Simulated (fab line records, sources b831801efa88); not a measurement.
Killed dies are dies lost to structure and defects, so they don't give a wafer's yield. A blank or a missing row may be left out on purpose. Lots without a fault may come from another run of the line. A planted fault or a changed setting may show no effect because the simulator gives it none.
fab line records | flow sky130
record lots=24 wafers=72 last_day=50
route steps=708 shown VT_ADJUST_HVTP@95 LI_CONTACT@378 METAL1@435 METAL2@486 METAL3@567
lots that met no fault: from a run of the same line without faults
start_h: hours from the record's first day to the start of the lot's first wafer shown | wait_h: hours since the lot's step before | " the same as in the row above | L1.1+2: a row that stands for several wafers | - no value, or no start given | * or withheld: withheld | < > ~ a bound
route shown NAME@n: a module of which the file shows steps, and the number in the route of the first | usual: mean/standard deviation of fault-free wafers | same: alike in all rows | chamber/n: place in a boat | sites: the reading at each site | _std_site: their standard deviation | _edge_site: outer sites' mean less inner sites' | radius_mm: how far each site lies from the wafer's centre | mask NAME#n: copy n | behind: the tool/chamber that last shaped the wafer | hold: why the lot was held/for how many hours/how that ended | device: the transistor (n, p or np) that didn't switch | end of line: the same wafers' tests at the end of the route | a step without rows: its recipe alone | killed: dies lost to structure and defects at the first sort, not the wafer's yield | map: a wafer's dies, x killed, . not, _ none there
set.NAME: the setting as run; set.NAME@STEP: as run at that earlier step | model.NAME: the simulator's own value behind a step, which no gauge read
steps of the route over a sample of lots; a table a step, a row a wafer
services: from which hour (start_h, from the record's first day; less than 0 if before it) a tool's chamber was out of use, for how many hours, and why
## steps
# step SKY_VT_ADJUST_HVTP_STRIP_10
# recipe chemistry=O2/N2 power_w=1400 pressure_mtorr=1500 platen_temp_c=withheld o2_flow_sccm=3000 n2_flow_sccm=300 overash_fraction=0.5
# usual drypump_motor_current_A=5.4/0.55 oes_product_au=0.716/0.0047 strip_time_to_endpoint_s=14.16/0.035
# columns lot.wafer tool chamber start_h wait_h drypump_motor_current_A oes_product_au rf_hours_counter_h strip_time_to_endpoint_s
L074.2 plasma_asher-01 1 124.38 0.1 6.0 0.719 45 14.22
L074.3 " 1 " " 6.0 0.720 - 14.19
L074.5 " 1 " " 6.0 0.722 - 14.16
L075.1 plasma_asher-02 1 131.03 0.1 5.0 0.708 33 14.22
L075.2 " 0 " " 4.8 0.715 33 14.17
L075.3 " 0 " " 4.8 0.719 - 14.19
L076.2 plasma_asher-01 1 135.99 0.1 6.0 0.706 47 14.23
L076.3 " 0 " " 6.2 0.718 - 14.24
L076.4 " 1 " " 6.0 0.717 - 14.22
L077.1 plasma_asher-04 0 142.99 0.1 5.5 0.707 2 14.13
L077.4 " 1 " " 4.9 0.718 - 14.21
L077.5 " 0 " " 5.5 0.721 - 14.15
L078.1 plasma_asher-04 1 147.23 0.1 4.9 0.718 3 14.14
L078.2 " 0 " " 5.4 0.716 3 14.15
L078.4 " 0 " " 5.5 0.717 - 14.16
L080.2 plasma_asher-04 1 160.72 0.1 5.0 0.715 4 14.20
L080.3 " 1 " " 4.9 0.712 - 14.20
L080.5 " 0 " " 5.5 0.701 - 14.24
L079.1 plasma_asher-02 0 162.23 0.1 4.8 0.724 37 14.14
L079.2 " 1 " " 5.0 0.708 37 14.12
L079.5 " 1 " " 5.0 0.718 - 14.06
L081.3 plasma_asher-04 0 164.27 0.1 5.5 0.708 - 14.21
L081.4 " 1 " " 4.9 0.715 - 14.18
L081.5 " 0 " " 5.4 0.715 - 14.19
L082.3 plasma_asher-01 0 171.87 0.1 6.2 0.715 - 14.20
L082.5 " 0 " " 6.2 0.717 - 14.19
L082.6 " 1 " " 6.0 0.714 - 14.12
L083.1 plasma_asher-02 0 182.64 0.1 4.8 0.716 39 14.15
L083.2 " 1 " " 5.0 0.717 39 14.15
L083.6 " 0 " " 4.8 0.718 - 14.14
L084.1 plasma_asher-02 0 189.14 0.1 4.8 0.710 39 14.15
L084.2 " 1 " " 5.0 0.705 39 14.14
L084.4 " 1 " " 5.0 0.723 - 14.21
L085.1 plasma_asher-01 0 198.13 0.1 6.2 0.714 53 14.15
L085.2 " 1 " " 6.1 0.726 53 14.13
L085.6 " 1 " " 6.0 0.716 - 14.17
L086.3 plasma_asher-02 1 199.06 0.1 5.0 0.718 - 14.13
L086.4 " 0 " " 4.8 0.720 - 14.12
L086.5 " 1 " " 5.0 0.712 - 14.15
L087.1 plasma_asher-02 1 205.77 0.1 5.0 0.718 41 14.14
L087.3 " 0 " " 4.8 0.712 - 14.15
L087.5 " 0 " " 4.8 0.705 - 14.15
L088.1 plasma_asher-02 1 209.67 0.1 5.0 0.718 41 14.18
L088.3 " 0 " " 4.8 0.716 - 14.15
L088.6 " 1 " " 5.0 0.714 - 14.12
L089.1 plasma_asher-01 1 215.47 0.1 6.0 0.716 54 14.13
L089.2 " 0 " " 6.2 0.719 54 14.09
L089.6 " 0 " " 6.2 0.716 - 14.10
L090.4 plasma_asher-02 1 223.76 0.1 5.0 0.724 - 14.15
L090.5 " 1 " " 5.0 0.714 - 14.16
L090.6 " 0 " " 4.8 0.716 - 14.13
L091.2 plasma_asher-04 1 229.19 0.1 5.0 0.711 10 14.16
L091.4 " 1 " " 4.9 0.714 - 14.19
L091.6 " 1 " " 5.0 0.715 - 14.13
L092.2 plasma_asher-01 0 240.59 0.1 6.2 0.709 57 14.17
L092.3 " 0 " " 6.2 0.721 - 14.14
L092.5 " 0 " " 6.2 0.722 - 14.18
L093.4 plasma_asher-04 0 244.82 0.1 5.5 0.714 - 14.13
L093.5 " 1 " " 4.9 0.715 - 14.14
L093.6 " 0 " " 5.4 0.718 - 14.11
L094.2 plasma_asher-04 1 248.67 0.1 5.0 0.717 12 14.16
L094.4 " 0 " " 5.5 0.712 - 14.16
L094.6 " 0 " " 5.5 0.709 - 14.16
L095.1 plasma_asher-01 1 252.77 0.1 6.1 0.717 58 14.18
L095.3 " 1 " " 6.0 0.722 - 14.21
L095.6 " 1 " " 6.0 0.715 - 14.18
L096.1 plasma_asher-01 1 259.47 0.1 6.1 0.715 59 14.15
L096.3 " 0 " " 6.2 0.713 - 14.11
L096.5 " 1 " " 6.0 0.718 - 14.09
L097.1 plasma_asher-04 0 268.84 0.1 5.5 0.720 14 14.16
L097.2 " 1 " " 5.0 0.713 14 14.13
L097.6 " 0 " " 5.5 0.723 - 14.19
# step SKY_LI_CONTACT_STRIP_16
# recipe chemistry=O2/N2 power_w=1400 pressure_mtorr=1500 platen_temp_c=withheld o2_flow_sccm=3000 n2_flow_sccm=300 overash_fraction=0.5
# usual drypump_motor_current_A=5.5/0.46 oes_product_au=0.377/0.0052 strip_time_to_endpoint_s=3.54/0.036
# columns lot.wafer tool chamber start_h wait_h drypump_motor_current_A oes_product_au rf_hours_counter_h strip_time_to_endpoint_s
L074.2 plasma_asher-01 0 689.59 - 6.2 0.379 101 3.57
L074.3 " 0 " " 6.2 0.378 - 3.52
L074.5 " 0 " " 6.2 0.366 - 3.55
L075.1 plasma_asher-01 0 692.45 - 6.2 0.384 101 3.56
L075.2 " 1 " " 6.0 0.378 101 3.50
L075.3 " 0 " " 6.2 0.376 - 3.52
L076.2 plasma_asher-03 1 696.66 - 5.3 0.382 24 3.52
L076.3 " 0 " " 5.1 0.385 - 3.59
L076.4 " 1 " " 5.3 0.361 - 3.52
L077.1 plasma_asher-01 0 699.51 - 6.2 0.376 102 3.52
L077.4 " 0 " " 6.2 0.373 - 3.58
L077.5 " 1 " " 6.0 0.376 - 3.55
L078.1 plasma_asher-04 1 701.81 - 4.9 0.385 59 3.57
L078.2 " 0 " " 5.5 0.383 59 3.59
L078.4 " 1 " " 4.9 0.371 - 3.54
L080.2 plasma_asher-03 0 725.98 - 5.1 0.377 27 3.57
L080.3 " 0 " " 5.1 0.378 - 3.59
L080.5 " 1 " " 5.3 0.379 - 3.56
L079.1 plasma_asher-03 0 727.11 - 5.1 0.384 27 3.59
L079.2 " 1 " " 5.3 0.381 27 3.56
L079.5 " 1 " " 5.3 0.385 - 3.60
L081.3 plasma_asher-01 0 731.54 - 6.2 0.382 - 3.60
L081.4 " 1 " " 6.0 0.371 - 3.59
L081.5 " 1 " " 6.0 0.375 - 3.58
L082.3 plasma_asher-03 1 738.53 - 5.3 0.382 - 3.48
L082.5 " 0 " " 5.1 0.376 - 3.57
L082.6 " 1 " " 5.3 0.371 - 3.54
L083.1 plasma_asher-04 1 750.90 - 4.9 0.365 64 3.51
L083.2 " 0 " " 5.5 0.371 64 3.49
L083.6 " 1 " " 4.9 0.379 - 3.55
L084.1 plasma_asher-01 1 764.05 - 6.0 0.381 2 3.49
L084.2 " 0 " " 6.2 0.366 2 3.48
L084.4 " 1 " " 6.0 0.381 - 3.51
L085.1 plasma_asher-04 1 775.25 - 5.0 0.382 65 3.55
L085.2 " 0 " " 5.4 0.376 65 3.55
L085.6 " 0 " " 5.5 0.379 - 3.57
L086.3 plasma_asher-04 1 778.92 - 4.9 0.372 - 3.50
L086.4 " 0 " " 5.5 0.374 - 3.47
L086.5 " 0 " " 5.5 0.376 - 3.53
L087.1 plasma_asher-03 1 786.21 - 5.3 0.380 34 3.56
L087.3 " 0 " " 5.1 0.369 - 3.52
L087.5 " 1 " " 5.3 0.380 - 3.52
L088.1 plasma_asher-03 1 790.05 - 5.3 0.382 34 3.53
L088.3 " 0 " " 5.1 0.371 - 3.53
L088.6 " 0 " " 5.1 0.375 - 3.54
L089.1 plasma_asher-03 0 795.26 - 5.1 0.371 34 3.51
L089.2 " 1 " " 5.3 0.385 34 3.53
L089.6 " 1 " " 5.3 0.382 - 3.54
L090.4 plasma_asher-04 1 805.13 - 4.9 0.372 - 3.53
L090.5 " 1 " " 4.9 0.384 - 3.52
L090.6 " 0 " " 5.5 0.376 - 3.58
L091.2 plasma_asher-03 0 808.90 - 5.1 0.385 36 3.56
L091.4 " 1 " " 5.3 0.371 - 3.58
L091.6 " 1 " " 5.3 0.379 - 3.58
L092.2 plasma_asher-03 0 822.85 - 5.1 0.382 37 3.55
L092.3 " 1 " " 5.3 0.377 - 3.53
L092.5 " 0 " " 5.1 0.378 - 3.53
L093.4 plasma_asher-01 0 831.40 - 6.2 0.376 - 3.58
L093.5 " 0 " " 6.2 0.379 - 3.57
L093.6 " 1 " " 6.0 0.379 - 3.59
L094.2 plasma_asher-01 0 833.35 - 6.2 0.379 9 3.54
L094.4 " 0 " " 6.2 0.372 - 3.51
L094.6 " 1 " " 6.0 0.380 - 3.55
L095.1 plasma_asher-03 0 840.24 - 5.1 0.370 39 3.57
L095.3 " 1 " " 5.3 0.382 - 3.52
L095.6 " 0 " " 5.1 0.374 - 3.55
L096.1 plasma_asher-04 1 842.89 - 4.9 0.382 72 3.49
L096.3 " 0 " " 5.4 0.381 - 3.53
L096.5 " 1 " " 4.9 0.377 - 3.51
L097.1 plasma_asher-01 0 854.66 - 6.2 0.380 10 3.56
L097.2 " 1 " " 6.0 0.371 10 3.51
L097.6 " 1 " " 6.0 0.379 - 3.54
# step SKY_METAL1_SPUTTER_01
# recipe material=TiN target_thk_nm=20 power_w=6500 time_s=16.7 chamber_pressure_pa=0.4
# usual cathode_dc_power_W=6500.0/1.2 chamber_pressure_pa=0.4000/0.001 throttle_valve_pct=30.1/1.3
# columns lot.wafer tool chamber start_h wait_h cathode_dc_power_W chamber_pressure_pa throttle_valve_pct
L074.2 pvd_sputter-01 - 748.58 0.0 6499.9 0.4001 31.8
L074.3 " - " " 6500.7 0.3999 30.5
L074.5 " - " " 6502.4 0.4007 31.0
L075.1 pvd_sputter-01 - 751.93 0.0 6498.2 0.3990 30.9
L075.2 " - " " 6500.1 0.4014 32.1
L075.3 " - " " 6500.2 0.3996 31.2
L076.2 pvd_sputter-02 - 756.16 0.0 6501.2 0.4004 29.7
L076.3 " - " " 6498.9 0.4002 29.6
L076.4 " - " " 6500.3 0.3987 27.0
L077.1 pvd_sputter-03 - 759.19 0.0 6500.4 0.3993 30.1
L077.4 " - " " 6500.2 0.3995 29.2
L077.5 " - " " 6498.2 0.4013 30.1
L078.1 pvd_sputter-01 - 760.72 0.0 6500.6 0.3994 30.7
L078.2 " - " " 6499.4 0.4014 31.6
L078.4 " - " " 6501.5 0.3994 30.8
L080.2 pvd_sputter-02 - 784.34 0.0 6498.0 0.3994 29.7
L080.3 " - " " 6500.5 0.3998 30.1
L080.5 " - " " 6499.5 0.3999 30.0
L079.1 pvd_sputter-02 - 786.23 0.0 6500.3 0.3994 29.4
L079.2 " - " " 6499.3 0.3993 27.1
L079.5 " - " " 6498.7 0.4007 29.8
L081.3 pvd_sputter-03 - 790.30 0.0 6498.8 0.3996 30.3
L081.4 " - " " 6500.0 0.3991 30.7
L081.5 " - " " 6500.6 0.3994 30.1
L082.3 pvd_sputter-02 - 797.39 0.0 6498.9 0.3990 29.9
L082.5 " - " " 6501.2 0.3995 30.0
L082.6 " - " " 6501.7 0.4005 29.6
L083.1 pvd_sputter-01 - 808.92 0.0 6500.1 0.4006 30.4
L083.2 " - " " 6500.5 0.4004 30.7
L083.6 " - " " 6498.5 0.4006 31.1
L084.1 pvd_sputter-01 - 821.16 0.0 6501.5 0.4014 31.3
L084.2 " - " " 6497.5 0.4081 30.9
L084.4 " - " " 6499.4 0.4003 30.5
L085.1 pvd_sputter-02 - 831.57 0.0 6499.3 0.3981 29.6
L085.2 " - " " 6499.5 0.3988 26.6
L085.6 " - " " 6502.3 0.4002 29.9
L086.3 pvd_sputter-02 - 836.82 0.0 6502.7 0.3994 26.8
L086.4 " - " " 6499.1 0.3997 29.8
L086.5 " - " " 6500.3 0.3995 29.6
L087.1 pvd_sputter-02 - 842.82 0.0 6500.1 0.4004 29.6
L087.3 " - " " 6502.2 0.4009 26.8
L087.5 " - " " 6501.2 0.4003 27.0
L088.1 pvd_sputter-01 - 845.70 0.0 6499.0 0.3985 31.0
L088.3 " - " " 6502.0 0.4003 31.0
L088.6 " - " " 6499.9 0.4003 31.3
L089.1 pvd_sputter-02 - 851.02 0.0 6500.3 0.4005 26.6
L089.2 " - " " 6499.9 0.4002 30.0
L089.6 " - " " 6498.7 0.4001 26.7
L090.4 pvd_sputter-03 - 862.41 0.0 6498.9 0.4003 29.5
L090.5 " - " " 6498.7 0.3998 30.4
L090.6 " - " " 6500.9 0.4000 30.0
L091.2 pvd_sputter-01 - 865.18 0.0 6500.4 0.3988 30.3
L091.4 " - " " 6500.2 0.4001 31.0
L091.6 " - " " 6500.8 0.4001 30.8
L092.2 pvd_sputter-01 - 879.51 0.0 6499.8 0.4005 31.1
L092.3 " - " " 6498.1 0.3997 31.9
L092.5 " - " " 6498.9 0.3996 30.7
L093.4 pvd_sputter-01 - 888.86 0.0 6499.4 0.3987 32.0
L093.5 " - " " 6499.8 0.3990 30.6
L093.6 " - " " 6499.1 0.4003 31.0
L094.2 pvd_sputter-02 - 889.57 0.0 6500.7 0.4000 26.9
L094.4 " - " " 6499.5 0.4003 30.0
L094.6 " - " " 6499.2 0.3995 29.7
L095.1 pvd_sputter-01 - 896.64 0.0 6501.2 0.4005 30.4
L095.3 " - " " 6499.9 0.3991 31.1
L095.6 " - " " 6500.8 0.3980 31.2
L096.1 pvd_sputter-02 - 898.96 0.0 6498.3 0.4011 29.9
L096.3 " - " " 6499.9 0.3997 29.8
L096.5 " - " " 6500.9 0.4007 29.8
L097.1 pvd_sputter-03 - 909.77 0.0 6498.1 0.3998 30.5
L097.2 " - " " 6499.4 0.3988 30.1
L097.6 " - " " 6499.7 0.3984 30.4
# step SKY_METAL2_SPUTTER_03
# recipe material=Ti target_thk_nm=5 power_w=3000 time_s=3.3 chamber_pressure_pa=0.4
# usual cathode_dc_power_W=3000.0/0.54 chamber_pressure_pa=0.4000/0.00093 throttle_valve_pct=30.4/1.3
# columns lot.wafer tool chamber start_h wait_h cathode_dc_power_W chamber_pressure_pa throttle_valve_pct
L074.2 pvd_sputter-01 - 805.76 0.0 2999.7 0.4002 31.0
L074.3 " - " " 3000.2 0.4014 30.5
L074.5 " - " " 2999.3 0.4018 30.7
L075.1 pvd_sputter-02 - 809.22 0.0 2998.8 0.3986 30.0
L075.2 " - " " 3001.5 0.4007 29.8
L075.3 " - " " 2999.1 0.4015 27.0
L076.2 pvd_sputter-01 - 812.15 0.0 3000.5 0.4011 31.3
L076.3 " - " " 2999.8 0.4019 30.7
L076.4 " - " " 2999.2 0.3989 31.7
L077.1 pvd_sputter-01 - 814.43 0.0 3000.2 0.4000 30.4
L077.4 " - " " 3000.3 0.3994 31.0
L077.5 " - " " 3000.2 0.3991 30.8
L078.1 pvd_sputter-02 - 816.98 0.0 3000.5 0.3989 29.7
L078.2 " - " " 3000.3 0.3995 29.5
L078.4 " - " " 3000.1 0.3995 29.9
L080.2 pvd_sputter-04 - 839.17 0.0 3000.8 0.4000 31.7
L080.3 " - " " 3000.2 0.3991 31.3
L080.5 " - " " 3000.5 0.3998 31.7
L079.1 pvd_sputter-01 - 840.93 0.0 2999.4 0.4008 31.8
L079.2 " - " " 2999.5 0.3999 31.1
L079.5 " - " " 2999.9 0.3996 31.1
L081.3 pvd_sputter-04 - 846.02 0.0 3000.3 0.3999 29.6
L081.4 " - " " 3000.0 0.4005 31.5
L081.5 " - " " 2999.9 0.3994 31.7
L082.3 pvd_sputter-01 - 852.86 0.0 2999.6 0.4009 30.6
L082.5 " - " " 2999.0 0.4002 31.0
L082.6 " - " " 2999.2 0.3993 30.5
L083.1 pvd_sputter-04 - 864.79 0.0 3000.2 0.3992 31.7
L083.2 " - " " 2999.7 0.4013 31.5
L083.6 " - " " 2999.8 0.3999 31.4
L084.1 pvd_sputter-01 - 875.91 0.0 2999.6 0.3990 31.1
L084.2 " - " " 3000.1 0.4002 31.1
L084.4 " - " " 2999.8 0.4002 30.8
L085.1 pvd_sputter-02 - 886.13 0.0 3000.6 0.3993 29.4
L085.2 " - " " 3000.2 0.3998 26.8
L085.6 " - " " 3000.0 0.3995 29.7
L086.3 pvd_sputter-02 - 891.52 0.0 2999.8 0.4003 30.0
L086.4 " - " " 2999.1 0.4010 29.8
L086.5 " - " " 2999.6 0.4004 27.0
L087.1 pvd_sputter-02 - 897.75 0.0 2999.0 0.3991 29.6
L087.3 " - " " 2999.2 0.3990 30.0
L087.5 " - " " 3000.9 0.3985 26.8
L088.1 pvd_sputter-02 - 900.90 0.0 3000.4 0.4005 30.2
L088.3 " - " " 3000.1 0.4016 29.8
L088.6 " - " " 3000.5 0.4001 29.6
L089.1 pvd_sputter-01 - 905.71 0.0 3001.2 0.3996 31.1
L089.2 " - " " 3000.7 0.3984 30.7
L089.6 " - " " 3000.3 0.3995 30.9
L090.4 pvd_sputter-04 - 916.37 0.0 3001.0 0.3994 29.4
L090.5 " - " " 2999.7 0.4011 31.1
L090.6 " - " " 2999.3 0.3988 31.5
L091.2 pvd_sputter-01 - 919.24 0.0 3000.2 0.3991 30.8
L091.4 " - " " 3000.1 0.4007 31.0
L091.6 " - " " 2999.5 0.3993 30.6
L092.2 pvd_sputter-04 - 932.65 0.0 3000.0 0.3988 31.9
L092.3 " - " " 3000.1 0.4001 31.3
L092.5 " - " " 2999.8 0.4014 29.6
L093.4 pvd_sputter-04 - 941.16 0.0 3000.4 0.4005 29.4
L093.5 " - " " 2999.2 0.3993 31.4
L093.6 " - " " 2999.9 0.3999 29.4
L094.2 pvd_sputter-01 - 942.11 0.0 2999.6 0.3986 31.0
L094.4 " - " " 3000.2 0.4004 30.7
L094.6 " - " " 2999.9 0.3999 31.2
L095.1 pvd_sputter-04 - 949.42 0.0 2999.5 0.4009 31.3
L095.3 " - " " 2999.2 0.3989 31.5
L095.6 " - " " 2999.3 0.4009 31.4
L096.1 pvd_sputter-04 - 951.36 0.0 2999.2 0.3988 31.6
L096.3 " - " " 3000.0 0.4006 31.5
L096.5 " - " " 2999.6 0.4012 31.5
L097.1 pvd_sputter-02 - 962.47 0.0 2999.0 0.4006 30.0
L097.2 " - " " 3000.4 0.4002 29.7
L097.6 " - " " 2999.9 0.4002 29.6
# step SKY_METAL2_ETCH_18
# recipe chemistry=N2/H2 target=BARC ion_energy_ev=200 bias_w=102.6 pressure_mtorr=30 n2_flow_sccm=100 h2_flow_sccm=200 icp_w=500 stop_on=SiO2 time_s=45.9 target_depth_a=600
# usual drypump_motor_current_A=5.4/0.45 oes_product_au=0.855/0.0051 throttle_valve_pct=13.224/0.0087
# columns lot.wafer tool chamber start_h wait_h drypump_motor_current_A oes_product_au rf_hours_counter_h throttle_valve_pct
L074.2 rie_metal-04 1 831.95 0.0 4.8 0.865 4 13.214
L074.3 " 0 " " 6.1 0.854 - 13.221
L074.5 " 1 " " 4.7 0.857 - 13.231
L075.1 rie_metal-01 0 835.70 0.0 5.6 0.860 17 13.229
L075.2 " 1 " " 5.2 0.857 5 13.220
L075.3 " 0 " " 5.6 0.850 - 13.226
L076.2 rie_metal-02 1 838.41 0.0 5.2 0.857 15 13.223
L076.3 " 0 " " 5.1 0.854 - 13.203
L076.4 " 1 " " 5.2 0.850 - 13.216
L077.1 rie_metal-02 1 840.95 0.0 5.3 0.856 15 13.219
L077.4 " 0 " " 5.1 0.851 - 13.228
L077.5 " 1 " " 5.3 0.860 - 13.229
L078.1 rie_metal-04 1 843.45 0.0 4.7 0.858 4 13.227
L078.2 " 0 " " 6.1 0.849 10 13.221
L078.4 " 1 " " 4.7 0.854 - 13.228
L080.2 rie_metal-02 0 866.02 0.0 5.1 0.861 13 13.240
L080.3 " 0 " " 5.1 0.851 - 13.219
L080.5 " 0 " " 5.1 0.862 - 13.224
L079.1 rie_metal-02 0 867.17 0.0 5.1 0.854 13 13.224
L079.2 " 1 " " 5.2 0.856 16 13.235
L079.5 " 1 " " 5.3 0.860 - 13.238
L081.3 rie_metal-02 1 872.39 0.0 5.3 0.855 - 13.223
L081.4 " 0 " " 5.1 0.859 - 13.222
L081.5 " 0 " " 5.1 0.855 - 13.223
L082.3 rie_metal-01 1 878.78 0.0 5.1 0.863 - 13.217
L082.5 " 1 " " 5.1 0.858 - 13.220
L082.6 " 0 " " 5.6 0.855 - 13.228
L083.1 rie_metal-01 0 890.01 0.0 5.6 0.851 1 13.217
L083.2 " 1 " " 5.1 0.856 9 13.230
L083.6 " 1 " " 5.2 0.851 - 13.235
L084.1 rie_metal-04 1 900.71 0.0 4.7 0.858 6 13.236
L084.2 " 0 " " 6.1 0.868 12 13.237
L084.4 " 1 " " 4.7 0.865 - 13.219
L085.1 rie_metal-04 1 912.35 0.0 4.7 0.857 7 13.227
L085.2 " 0 " " 6.1 0.851 13 13.201
L085.6 " 1 " " 4.7 0.864 - 13.229
L086.3 rie_metal-04 1 917.09 0.0 4.7 0.856 - 13.202
L086.4 " 0 " " 6.2 0.858 - 13.233
L086.5 " 0 " " 6.1 0.862 - 13.226
L087.1 rie_metal-01 1 923.05 0.0 5.2 0.846 10 13.218
L087.3 " 0 " " 5.6 0.856 - 13.201
L087.5 " 1 " " 5.2 0.858 - 13.219
L088.1 rie_metal-01 0 926.07 0.0 5.6 0.849 3 13.221
L088.3 " 1 " " 5.2 0.856 - 13.223
L088.6 " 0 " " 5.6 0.861 - 13.209
L089.1 rie_metal-02 1 930.81 0.0 5.3 0.860 19 13.231
L089.2 " 0 " " 5.1 0.852 16 13.240
L089.6 " 0 " " 5.2 0.858 - 13.225
L090.4 rie_metal-04 1 940.68 0.0 4.7 0.865 - 13.229
L090.5 " 1 " " 4.7 0.859 - 13.219
L090.6 " 0 " " 6.1 0.854 - 13.233
L091.2 rie_metal-04 0 944.05 0.0 6.2 0.854 14 13.220
L091.4 " 0 " " 6.1 0.851 - 13.218
L091.6 " 0 " " 6.1 0.850 - 13.232
L092.2 rie_metal-01 1 957.85 0.0 5.1 0.858 12 13.222
L092.3 " 1 " " 5.1 0.859 - 13.233
L092.5 " 0 " " 5.6 0.848 - 13.236
L093.4 rie_metal-01 1 965.74 0.0 5.1 0.862 - 13.216
L093.5 " 0 " " 5.6 0.857 - 13.223
L093.6 " 1 " " 5.1 0.844 - 13.228
L094.2 rie_metal-04 1 966.87 0.0 4.7 0.855 10 13.230
L094.4 " 1 " " 4.7 0.851 - 13.221
L094.6 " 1 " " 4.7 0.856 - 13.223
L095.1 rie_metal-01 1 973.82 0.0 5.2 0.855 13 13.224
L095.3 " 1 " " 5.1 0.852 - 13.226
L095.6 " 0 " " 5.6 0.857 - 13.241
L096.1 rie_metal-01 0 975.27 0.0 5.6 0.851 5 13.232
L096.3 " 1 " " 5.2 0.861 - 13.226
L096.5 " 1 " " 5.1 0.859 - 13.226
L097.1 rie_metal-01 0 986.47 0.0 5.6 0.861 5 13.207
L097.2 " 1 " " 5.1 0.862 13 13.231
L097.6 " 0 " " 5.6 0.859 - 13.221
# step SKY_METAL3_ETCH_17
# recipe target=SiO2 stop_on=TiN chemistry=C4F8/O2/Ar source_w=1500 bias_w=1200 pressure_mtorr=40 c4f8_flow_sccm=withheld O2_flow_sccm=6 Ar_flow_sccm=300 time_s=3.9 target_depth_a=150
# usual oes_product_au=0.754/0.0073
# columns lot.wafer tool chamber start_h wait_h oes_product_au rf_hours_counter_h
L074.2 rie_diel-02 0 913.47 0.1 0.757 10
L074.3 " 3 " " 0.755 19
L074.5 " 1 " " 0.758 -
L075.1 rie_diel-01 1 916.99 0.1 0.749 23
L075.2 " 3 " " 0.755 10
L075.3 " 0 " " 0.755 14
L076.2 rie_diel-03 1 919.25 0.1 0.751 7
L076.3 " 2 " " 0.738 21
L076.4 " 3 " " 0.751 7
L077.1 rie_diel-01 2 922.10 0.1 0.758 21
L077.4 " 1 " " 0.764 23
L077.5 " 3 " " 0.771 -
L078.1 rie_diel-01 1 923.50 0.1 0.755 23
L078.2 " 3 " " 0.752 10
L078.4 " 2 " " 0.761 21
L080.2 rie_diel-02 0 943.82 0.1 0.750 11
L080.3 " 1 " " 0.743 11
L080.5 " 0 " " 0.752 -
L079.1 rie_diel-01 1 946.35 0.1 0.759 24
L079.2 " 2 " " 0.750 22
L079.5 " 2 " " 0.752 -
L081.3 rie_diel-03 2 950.80 0.0 0.756 22
L081.4 " 1 " " 0.756 -
L081.5 " 2 " " 0.765 -
L082.3 rie_diel-01 3 958.87 0.0 0.746 11
L082.5 " 3 " " 0.754 -
L082.6 " 0 " " 0.752 -
L083.1 rie_diel-03 1 968.25 0.1 0.751 9
L083.2 " 0 " " 0.761 10
L083.6 " 3 " " 0.745 -
L084.1 rie_diel-03 0 977.55 0.2 0.749 11
L084.2 " 3 " " 0.745 8
L084.4 " 1 " " 0.759 9
L085.1 rie_diel-01 1 989.15 0.1 0.742 25
L085.2 " 0 " " 0.754 16
L085.6 " 1 " " 0.754 -
L086.3 rie_diel-01 1 993.55 0.0 0.742 25
L086.4 " 3 " " 0.750 12
L086.5 " 2 " " 0.750 -
L087.1 rie_diel-02 3 998.79 0.1 0.756 22
L087.3 " 0 " " 0.762 12
L087.5 " 2 " " 0.753 -
L088.1 rie_diel-01 3 1000.84 0.1 0.750 12
L088.3 " 1 " " 0.739 25
L088.6 " 3 " " 0.749 -
L089.1 rie_diel-02 2 1005.14 0.1 0.762 12
L089.2 " 3 " " 0.756 22
L089.6 " 3 " " 0.758 -
L090.4 rie_diel-02 0 1015.11 0.0 0.753 -
L090.5 " 2 " " 0.758 -
L090.6 " 3 " " 0.754 -
L091.2 rie_diel-01 0 1019.39 0.1 0.742 17
L091.4 " 1 " " 0.763 26
L091.6 " 3 " " 0.752 -
L092.2 rie_diel-03 2 1030.34 0.1 0.752 2
L092.3 " 3 " " 0.749 10
L092.5 " 3 " " 0.750 -
L093.4 rie_diel-03 2 1038.62 0.0 0.755 2
L093.5 " 2 " " 0.757 -
L093.6 " 1 " " 0.755 -
L094.2 rie_diel-03 1 1040.35 0.1 0.750 11
L094.4 " 3 " " 0.759 10
L094.6 " 2 " " 0.758 -
L095.1 rie_diel-03 0 1046.74 0.1 0.755 13
L095.3 " 1 " " 0.760 11
L095.6 " 3 " " 0.759 -
L096.1 rie_diel-01 0 1048.30 0.1 0.735 18
L096.3 " 3 " " 0.751 14
L096.5 " 1 " " 0.746 -
L097.1 rie_diel-01 3 1058.97 0.1 0.741 14
L097.2 " 1 " " 0.748 27
L097.6 " 0 " " 0.763 -
## services
# columns tool chamber start_h hours kind
plasma_asher-01 - 182.47 1.2 repair
plasma_asher-01 - 263.81 0.4 repair
pvd_sputter-02 - 283.20 1.0 repair
pvd_sputter-01 - 341.63 11.5 repair
pvd_sputter-01 - 372.14 5.9 repair
pvd_sputter-02 - 450.35 0.7 repair
pvd_sputter-01 - 468.99 6.0 repair
pvd_sputter-02 - 471.85 2.5 repair
plasma_asher-01 - 472.60 2.8 pm
pvd_sputter-02 - 492.34 4.8 repair
pvd_sputter-01 - 505.73 11.8 repair
pvd_sputter-02 - 506.17 1.0 repair
plasma_asher-01 - 529.24 4.1 repair
pvd_sputter-02 - 623.58 1.6 repair
pvd_sputter-02 - 717.61 0.6 repair
plasma_asher-01 - 733.75 9.0 pm
plasma_asher-01 - 753.33 0.5 repair
pvd_sputter-02 - 812.56 2.7 repair
pvd_sputter-01 - 835.41 3.3 repair
plasma_asher-01 - 837.66 5.8 repair
plasma_asher-01 - 867.15 0.5 repair
pvd_sputter-01 - 908.89 2.0 repair
pvd_sputter-02 - 964.05 6.7 repair
pvd_sputter-02 - 985.63 2.1 repair
## key
fault none
